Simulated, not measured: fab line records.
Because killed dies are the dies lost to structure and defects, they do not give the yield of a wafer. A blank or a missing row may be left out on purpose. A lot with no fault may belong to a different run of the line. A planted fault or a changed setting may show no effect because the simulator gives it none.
fab line records -- flow sfq-line
record lots=15, wafers=42, last-day=94
route steps=325 shown I0@44 M6@261 I7@306 M8@325
lots with no fault: from the same line, run without faults
start-h: hours from the record's first day to the start of the lot's first wafer shown -- wait-h: hours elapsed since this lot's preceding step -- " unchanged from the row above -- L1.1+2: a row that stands for several wafers -- - no value present, or no start provided -- * or withheld: withheld -- < > ~ a bound
route shown NAME@n: a module of which the file shows steps, and the number in the route of the first -- usual: mean and standard deviation over wafers with no fault -- same: alike in all rows -- chamber/n: place in a boat -- sites: the reading at each site -- _std_site: their standard deviation -- _edge_site: outer sites' mean less inner sites' -- radius-mm: for every site, how far away it sits from the centre of the wafer -- mask NAME#n: copy n -- behind: tool/chamber where the wafer was last shaped -- hold: why the lot went on hold/how many hours it stayed there/how the hold came to an end -- device: transistor that didn't switch, given as n, p or np -- end of line: the route-end tests of the same wafers -- a step with no rows: only its recipe -- killed: not the wafer's yield, but the dies lost to structure and defects at the first sort -- map: dies across one wafer; x = killed, . = not, _ = none there
set.NAME: the setting that was run; set.NAME@STEP: the one run at that earlier step -- model.NAME: the simulator's own value behind a step, which no gauge read
one table for each step of the route and one row for each wafer, over a sample of lots
services: when a tool's chamber went out of use (start-h, in hours from the record's first day, below 0 if earlier), for how many hours, and the reason
## steps
# step SFQ_TRILAYER_I0_CMP_CMP_028
# recipe material=SiO2, down-force-psi=3, platen-rpm=60, pad-velocity-m-s=0.94248
# usual motor-current-A=10.2/0.84, time-to-endpoint-s=217/7.9
lot.wafer,tool,chamber,start-h,wait-h,motor-current-A,time-to-endpoint-s
L342.4,cmp-01,1,265.33,0.0,10.2,221
L342.1,cmp-01,3,266.33,1.0,9.9,223
L342.6,cmp-01,1,267.33,2.0,10.6,222
L345.3,cmp-01,3,297.05,0.5,10.0,218
L345.1,cmp-01,1,298.05,1.5,10.3,278
L345.6,cmp-01,2,298.05,1.5,9.9,219
L346.4,cmp-01,3,319.38,4.7,10.1,229
L346.5,cmp-01,2,320.88,6.2,9.7,282
L346.6,cmp-01,3,320.88,6.2,9.8,229
L347.1,cmp-01,3,327.88,1.7,10.0,280
L347.5,cmp-01,3,329.88,3.6,10.4,286
L348.6,cmp-01,3,339.38,5.5,10.5,216
L353.4,cmp-01,3,389.74,0.0,9.8,222
L353.1,cmp-01,0,389.74,0.0,10.6,217
L353.5,cmp-01,0,392.24,2.5,11.0,208
L354.3,cmp-01,1,394.17,0.5,10.8,213
L354.2,cmp-01,2,394.17,0.5,9.4,216
L354.1,cmp-01,3,394.17,0.5,10.0,221
L355.3,cmp-02,1,400.77,1.5,10.6,225
L355.6,cmp-02,2,400.77,1.5,11.6,210
L355.5,cmp-02,3,400.77,1.5,10.8,230
L356.4,cmp-01,1,402.07,0.0,10.6,221
L356.1,cmp-01,2,402.07,0.0,9.8,219
L356.5,cmp-01,1,404.07,2.0,10.4,232
L357.1,cmp-01,3,411.47,1.0,10.2,215
L357.2,cmp-01,0,411.47,1.0,10.7,202
L357.6,cmp-01,1,411.47,1.0,10.3,217
L359.2,cmp-02,3,424.99,0.0,10.1,201
L359.4,cmp-02,1,425.99,1.0,11.0,221
L359.6,cmp-02,3,426.99,2.0,10.6,207
L360.3,cmp-02,3,441.23,0.7,10.8,211
L360.4,cmp-02,0,441.23,0.7,8.3,221
L360.1,cmp-02,2,442.73,2.2,11.8,200
L361.3,cmp-02,1,459.49,2.1,10.8,213
L361.5,cmp-02,0,460.99,3.6,8.3,222
L361.6,cmp-02,1,460.99,3.6,11.3,224
L362.3,cmp-01,0,466.46,0.0,10.6,219
L362.2,cmp-01,1,466.46,0.0,10.4,210
L362.4,cmp-01,2,466.46,0.0,9.8,213
L363.3,cmp-01,3,478.74,0.5,9.9,220
L363.1,cmp-01,0,478.74,0.5,10.6,210
L363.2,cmp-01,1,478.74,0.5,9.8,214
# step SFQ_TRILAYER_I0_METRO_MEASURE_029
# usual thk-nm=200.1/1.3
lot.wafer,tool,chamber,start-h,wait-h,thk-nm
L342.1,film-metro-01,-,268.45,0.1,202.1
L342.4,film-metro-01,-,268.45,0.1,200.9
L342.6,film-metro-01,-,268.45,0.1,199.7
L345.1,film-metro-02,-,299.67,0.1,305.9
L345.3,film-metro-02,-,299.67,0.1,202.5
L345.6,film-metro-02,-,299.67,0.1,200.1
L346.4,film-metro-04,-,322.60,0.6,199.2
L346.5,film-metro-04,-,322.60,0.6,305.2
L346.6,film-metro-04,-,322.60,0.6,200.5
L347.1,film-metro-01,-,331.00,0.1,306.4
L347.5,film-metro-01,-,331.00,0.1,308.8
L348.6,film-metro-01,-,341.00,1.0,201.2
L353.1,film-metro-01,-,392.86,0.1,200.8
L353.4,film-metro-01,-,392.86,0.1,201.7
L353.5,film-metro-01,-,392.86,0.1,199.0
L354.1,film-metro-02,-,396.79,0.1,200.3
L354.2,film-metro-02,-,396.79,0.1,199.7
L354.3,film-metro-02,-,396.79,0.1,199.0
L355.3,film-metro-02,-,402.79,0.5,202.3
L355.5,film-metro-02,-,402.79,0.5,200.6
L355.6,film-metro-02,-,402.79,0.5,199.3
L356.1,film-metro-04,-,405.19,0.1,200.6
L356.4,film-metro-04,-,405.19,0.1,199.5
L356.5,film-metro-04,-,405.19,0.1,201.5
L357.1,film-metro-01,-,413.59,0.1,201.8
L357.2,film-metro-01,-,413.59,0.1,200.3
L357.6,film-metro-01,-,413.59,0.1,201.6
L359.2,film-metro-01,-,428.31,0.3,199.9
L359.4,film-metro-01,-,428.31,0.3,199.8
L359.6,film-metro-01,-,428.31,0.3,199.5
L360.1,film-metro-04,-,444.35,0.1,196.3
L360.3,film-metro-04,-,444.35,0.1,199.4
L360.4,film-metro-04,-,444.35,0.1,200.0
L361.3,film-metro-04,-,462.51,0.5,199.4
L361.5,film-metro-04,-,462.51,0.5,199.6
L361.6,film-metro-04,-,462.51,0.5,199.7
L362.2,film-metro-02,-,469.78,0.3,199.2
L362.3,film-metro-02,-,469.78,0.3,200.4
L362.4,film-metro-02,-,469.78,0.3,199.2
L363.1,film-metro-02,-,481.36,0.1,199.6
L363.2,film-metro-02,-,481.36,0.1,200.4
L363.3,film-metro-02,-,481.36,0.1,200.8
# step SFQ_TRILAYER_I0_VIA_ETCH_VIA_ETCH_034
# recipe target=SiO2, stop-on=Nb, mask-material=PR, taper-deg=20, chemistry=CHF3, target-depth-nm=260, source-w=500, bias-w=80, pressure-mtorr=30, time-s=withheld
# usual drypump-motor-current-A=5.5/0.37, oes-product-au=0.855/0.0055
lot.wafer,tool,chamber,start-h,wait-h,drypump-motor-current-A,oes-product-au
L342.1,rie-diel-01,0,398.67,0.0,5.6,0.854
L342.4,rie-diel-01,2,398.67,0.0,6.3,0.854
L342.6,rie-diel-01,3,398.67,0.0,5.6,0.852
L345.1,rie-diel-04,2,438.39,0.0,5.0,0.991
L345.3,rie-diel-04,0,438.39,0.0,5.0,0.861
L345.6,rie-diel-04,2,438.39,0.0,4.9,0.854
L346.4,rie-diel-03,1,462.92,0.1,5.6,0.858
L346.5,rie-diel-03,1,462.92,0.1,5.6,1.013
L346.6,rie-diel-03,2,462.92,0.1,5.7,0.853
L347.1,rie-diel-04,2,471.24,0.0,5.0,0.986
L347.5,rie-diel-04,3,471.24,0.0,5.5,0.996
L348.6,rie-diel-04,0,482.10,0.1,5.0,0.852
L353.1,rie-diel-03,3,551.77,0.0,5.3,0.852
L353.4,rie-diel-03,3,551.77,0.0,5.3,0.858
L353.5,rie-diel-03,2,551.77,0.0,5.7,0.855
L354.1,rie-diel-01,1,560.09,0.0,5.3,0.846
L354.2,rie-diel-01,2,560.09,0.0,6.3,0.854
L354.3,rie-diel-01,3,560.09,0.0,5.6,0.853
L355.3,rie-diel-04,2,564.89,0.0,4.9,0.858
L355.5,rie-diel-04,1,564.89,0.0,5.8,0.853
L355.6,rie-diel-04,0,564.89,0.0,5.0,0.855
L356.1,rie-diel-03,0,569.69,0.0,5.6,0.854
L356.4,rie-diel-03,3,569.69,0.0,5.3,0.858
L356.5,rie-diel-03,0,569.69,0.0,5.6,0.861
L357.1,rie-diel-04,1,579.99,0.0,5.8,0.865
L357.2,rie-diel-04,3,579.99,0.0,5.5,0.848
L357.6,rie-diel-04,1,579.99,0.0,5.9,0.854
L359.2,rie-diel-04,1,590.79,0.0,5.9,0.851
L359.4,rie-diel-04,0,590.79,0.0,5.0,0.861
L359.6,rie-diel-04,3,590.79,0.0,5.5,0.850
L360.1,rie-diel-03,3,603.99,0.0,5.3,0.848
L360.3,rie-diel-03,0,603.99,0.0,5.6,0.859
L360.4,rie-diel-03,2,603.99,0.0,5.7,0.847
L361.3,rie-diel-04,3,620.79,0.0,5.5,0.845
L361.5,rie-diel-04,2,620.79,0.0,4.9,0.856
L361.6,rie-diel-04,1,620.79,0.0,5.9,0.855
L362.2,rie-diel-03,2,626.79,0.0,5.7,0.855
L362.3,rie-diel-03,1,626.79,0.0,5.6,0.867
L362.4,rie-diel-03,0,626.79,0.0,5.6,0.859
L363.1,rie-diel-01,0,639.99,0.0,5.7,0.848
L363.2,rie-diel-01,1,639.99,0.0,5.3,0.849
L363.3,rie-diel-01,3,639.99,0.0,5.6,0.853
# step SFQ_M6_OVL_MEAS_940
# usual M6_OVL=-2/5.8
lot.wafer,tool,chamber,start-h,wait-h,M6_OVL[nm]
L342.1,overlay-02,-,1655.55,0.1,-8
L342.4,overlay-02,-,1655.55,0.1,-9
L342.6,overlay-02,-,1655.55,0.1,-13
L345.1,overlay-02,-,1678.83,0.1,2
L345.3,overlay-02,-,1678.83,0.1,1
L345.6,overlay-02,-,1678.83,0.1,3
L346.4,overlay-02,-,1695.19,0.1,3
L346.5,overlay-02,-,1695.19,0.1,3
L346.6,overlay-02,-,1695.19,0.1,1
L347.1,overlay-01,-,1704.05,0.1,-2
L347.5,overlay-01,-,1704.05,0.1,-6
L348.6,overlay-02,-,1758.41,0.0,5
L353.1,overlay-01,-,1956.27,0.1,-4
L353.4,overlay-01,-,1956.27,0.1,6
L353.5,overlay-01,-,1956.27,0.1,3
L354.1,overlay-01,-,1966.03,0.1,-10
L354.2,overlay-01,-,1966.03,0.1,-3
L354.3,overlay-01,-,1966.03,0.1,-9
L355.3,overlay-02,-,1975.64,0.1,-4
L355.5,overlay-02,-,1975.64,0.1,-3
L355.6,overlay-02,-,1975.64,0.1,-15
L356.1,overlay-01,-,1980.43,0.1,-5
L356.4,overlay-01,-,1980.43,0.1,-5
L356.5,overlay-01,-,1980.43,0.1,-5
L357.1,overlay-02,-,1982.83,0.1,-5
L357.2,overlay-02,-,1982.83,0.1,-14
L357.6,overlay-02,-,1982.83,0.1,-9
L359.2,overlay-02,-,1990.04,0.1,-4
L359.4,overlay-02,-,1990.04,0.1,-13
L359.6,overlay-02,-,1990.04,0.1,-5
L360.1,overlay-02,-,1993.63,0.1,1
L360.3,overlay-02,-,1993.63,0.1,2
L360.4,overlay-02,-,1993.63,0.1,1
L361.3,overlay-01,-,1996.04,0.1,6
L361.5,overlay-01,-,1996.04,0.1,13
L361.6,overlay-01,-,1996.04,0.1,-2
L362.2,overlay-01,-,1999.64,0.1,9
L362.3,overlay-01,-,1999.64,0.1,11
L362.4,overlay-01,-,1999.64,0.1,5
L363.1,overlay-01,-,2003.23,0.1,-2
L363.2,overlay-01,-,2003.23,0.1,-3
L363.3,overlay-01,-,2003.23,0.1,1
# step SFQ_I7_OVL_MEAS_947
# usual I7_OVL=2/5
lot.wafer,tool,chamber,start-h,wait-h,I7_OVL[nm]
L342.1,overlay-01,-,1876.94,0.1,5
L342.4,overlay-01,-,1876.94,0.1,-4
L342.6,overlay-01,-,1876.94,0.1,1
L345.1,overlay-01,-,1892.67,0.1,3
L345.3,overlay-01,-,1892.67,0.1,12
L345.6,overlay-01,-,1892.67,0.1,0
L346.4,overlay-01,-,1909.48,0.1,0
L346.5,overlay-01,-,1909.48,0.1,6
L346.6,overlay-01,-,1909.48,0.1,2
L347.1,overlay-02,-,1921.47,0.1,3
L347.5,overlay-02,-,1921.47,0.1,4
L348.6,overlay-01,-,1957.50,0.0,9
L353.1,overlay-02,-,2146.52,0.1,4
L353.4,overlay-02,-,2146.52,0.1,-1
L353.5,overlay-02,-,2146.52,0.1,9
L354.1,overlay-02,-,2154.92,0.1,-9
L354.2,overlay-02,-,2154.92,0.1,3
L354.3,overlay-02,-,2154.92,0.1,0
L355.3,overlay-02,-,2161.88,0.1,-4
L355.5,overlay-02,-,2161.88,0.1,0
L355.6,overlay-02,-,2161.88,0.1,-7
L356.1,overlay-01,-,2166.79,0.1,-10
L356.4,overlay-01,-,2166.79,0.1,-4
L356.5,overlay-01,-,2166.79,0.1,-10
L357.1,overlay-01,-,2170.39,0.1,6
L357.2,overlay-01,-,2170.39,0.1,5
L357.6,overlay-01,-,2170.39,0.1,5
L359.2,overlay-01,-,2175.20,0.1,3
L359.4,overlay-01,-,2175.20,0.1,-1
L359.6,overlay-01,-,2175.20,0.1,6
L360.1,overlay-01,-,2178.79,0.1,-7
L360.3,overlay-01,-,2178.79,0.1,-1
L360.4,overlay-01,-,2178.79,0.1,-5
L361.3,overlay-01,-,2182.95,0.1,1
L361.5,overlay-01,-,2182.95,0.1,3
L361.6,overlay-01,-,2182.95,0.1,7
L362.2,overlay-01,-,2185.35,0.1,8
L362.3,overlay-01,-,2185.35,0.1,0
L362.4,overlay-01,-,2185.35,0.1,10
L363.1,overlay-01,-,2190.14,0.1,3
L363.2,overlay-01,-,2190.14,0.1,3
L363.3,overlay-01,-,2190.14,0.1,8
# step SFQ_M8_BOW_MEAS_951
# recipe mode=bow
# usual M8_BOW=8/9.7
lot.wafer,tool,chamber,start-h,wait-h,M8_BOW[um]
L342.1,film-metro-04,-,1881.83,0.0,-1
L342.4,film-metro-04,-,1881.83,0.0,7
L342.6,film-metro-04,-,1881.83,0.0,-2
L345.1,film-metro-04,-,1897.57,0.0,2
L345.3,film-metro-04,-,1897.57,0.0,-10
L345.6,film-metro-04,-,1897.57,0.0,-7
L346.4,film-metro-02,-,1914.43,0.1,4
L346.5,film-metro-02,-,1914.43,0.1,8
L346.6,film-metro-02,-,1914.43,0.1,13
L347.1,film-metro-04,-,1926.49,0.0,-8
L347.5,film-metro-04,-,1926.49,0.0,-7
L348.6,film-metro-01,-,1962.46,0.1,2
L353.1,film-metro-02,-,2151.41,0.0,3
L353.4,film-metro-02,-,2151.41,0.0,12
L353.5,film-metro-02,-,2151.41,0.0,3
L354.1,film-metro-04,-,2167.44,0.0,-4
L354.2,film-metro-04,-,2167.44,0.0,-3
L354.3,film-metro-04,-,2167.44,0.0,-2
L355.3,film-metro-02,-,2168.58,0.0,3
L355.5,film-metro-02,-,2168.58,0.0,6
L355.6,film-metro-02,-,2168.58,0.0,-3
L356.1,film-metro-01,-,2171.79,0.0,3
L356.4,film-metro-01,-,2171.79,0.0,16
L356.5,film-metro-01,-,2171.79,0.0,0
L357.1,film-metro-04,-,2175.50,0.0,31
L357.2,film-metro-04,-,2175.50,0.0,33
L357.6,film-metro-04,-,2175.50,0.0,31
L359.2,film-metro-01,-,2180.10,0.0,18
L359.4,film-metro-01,-,2180.10,0.0,10
L359.6,film-metro-01,-,2180.10,0.0,-1
L360.1,film-metro-04,-,2252.84,0.0,15
L360.3,film-metro-04,-,2252.84,0.0,8
L360.4,film-metro-04,-,2252.84,0.0,18
L361.3,film-metro-01,-,2257.68,0.0,32
L361.5,film-metro-01,-,2257.68,0.0,19
L361.6,film-metro-01,-,2257.68,0.0,19
L362.2,film-metro-01,-,2258.86,0.0,5
L362.3,film-metro-01,-,2258.86,0.0,15
L362.4,film-metro-01,-,2258.86,0.0,15
L363.1,film-metro-04,-,2266.04,0.0,-1
L363.2,film-metro-04,-,2266.04,0.0,7
L363.3,film-metro-04,-,2266.04,0.0,10
## services
tool,chamber,start-h,hours,kind
rie-diel-03,2,241.67,13.9,repair
rie-diel-04,-,249.33,4.3,pm
rie-diel-03,1,270.53,16.2,repair
film-metro-02,-,281.05,0.5,pm
rie-diel-03,3,285.80,3.6,repair
rie-diel-04,-,292.58,14.6,pm
film-metro-01,-,306.18,1.3,pm
rie-diel-03,3,322.06,14.0,repair
cmp-01,-,345.88,11.9,pm
film-metro-01,-,347.24,0.7,pm
film-metro-01,-,348.80,3.4,pm
rie-diel-03,-,418.10,14.6,pm
rie-diel-03,-,446.91,2.8,pm
rie-diel-04,0,450.61,1.4,repair
film-metro-02,-,455.81,0.5,pm
cmp-01,-,457.67,0.4,repair
rie-diel-03,0,459.39,8.4,repair
film-metro-02,-,470.78,2.4,pm
rie-diel-04,-,509.04,0.7,repair
cmp-01,-,522.05,5.8,pm
rie-diel-04,0,542.01,8.0,repair
cmp-01,-,574.89,4.0,pm
rie-diel-04,0,581.37,5.1,repair
cmp-01,-,597.71,1.2,repair
## key
first-sign step=SFQ_TRILAYER_I0_CMP_CMP_028, reading=time-to-endpoint-s, direction=up, sigmas=8.2, usual=*, struck=*
effect step=SFQ_TRILAYER_I0_METRO_MEASURE_029, reading=thk-nm, direction=up, sigmas=85, usual=200.1, struck=306.6
effect step=SFQ_TRILAYER_I0_VIA_ETCH_VIA_ETCH_034, reading=oes-product-au, direction=up, sigmas=26, usual=0.855, struck=0.997
met-at SFQ_TRILAYER_I0_CMP_CMP_028
struck-lots L345,L346,L347
struck-wafers L345.1,L346.5,L347.1,L347.5
not-acting-at SFQ_M6_OVL_MEAS_940,SFQ_I7_OVL_MEAS_947,SFQ_M8_BOW_MEAS_951
onset-between 265.33 297.05
fault kind=process-parameter-drift, tool=cmp-01, chamber=-, onset-h=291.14, steps=SFQ_TRILAYER_I0_CMP_CMP_028, channel=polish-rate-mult, offset=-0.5, shape=step, end-h=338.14, scope=struck-wafers-only
